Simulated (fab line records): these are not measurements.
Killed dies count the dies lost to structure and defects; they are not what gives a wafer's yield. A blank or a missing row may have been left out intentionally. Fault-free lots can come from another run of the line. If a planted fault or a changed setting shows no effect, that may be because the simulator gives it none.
Matching of chambers    flow sky130    4 sister chambers for SKY_VIA4_CMP_02 on cmp-02
The step polishes SiO2. 8 wafers are shown with their chamber, then 7 later ones without.

## WAFERS PAIRED WITH THEIR CHAMBERS
wafer   chamber  motor current A (A)  platen rpm (rpm)
L075.6  0        14.3                 60.01
L077.2  3        14.2                 60.01
L077.4  0        13.8                 59.98
L078.2  2        13.8                 59.97
L078.4  1        14.3                 60.07
L078.6  1        14.0                 59.95
L088.1  2        14.7                 59.96
L088.3  3        14.9                 59.98

## WAFERS WITHOUT THEIR CHAMBER
wafer   motor current A (A)  platen rpm (rpm)
L088.4  13.7                 59.99
L092.1  14.6                 59.94
L092.3  14.3                 60.01
L092.5  14.5                 60.01
L093.3  15.1                 60.00
L093.4  14.2                 60.00
L093.6  13.3                 60.04

## EACH ONE'S CHAMBER
wafer   from the rows above                in truth
L088.4  can't be placed: 0 or 1 or 2 or 3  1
L092.1  can't be placed: 2 or 3 or 0 or 1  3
L092.3  can't be placed: 1 or 0 or 3 or 2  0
L092.5  can't be placed: 3 or 1 or 0 or 2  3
L093.3  can't be placed: 3 or 2 or 1 or 0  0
L093.4  can't be placed: 1 or 0 or 3 or 2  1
L093.6  can't be placed: 0 or 1 or 2 or 3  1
Placed correctly: 0 of 7. These rows do not allow placing 7 (true chamber among the candidates in 7). 0 placed wrongly.
How it was worked out, from the rows above alone: a wafer's distance from a chamber is the root of the sum, over the readings, of the square of ((its reading less the chamber's mean) divided by the reading's scatter). If the next closest chamber is less than 2 further off than the closest, the wafer can't be placed; otherwise it belongs to the closest. Each chamber's mean is taken over the wafers shown for it. How the scatter is found: for the shown wafers, subtract from each reading the mean of its chamber, square and add these, divide the total by (wafers less chambers), then take the root.
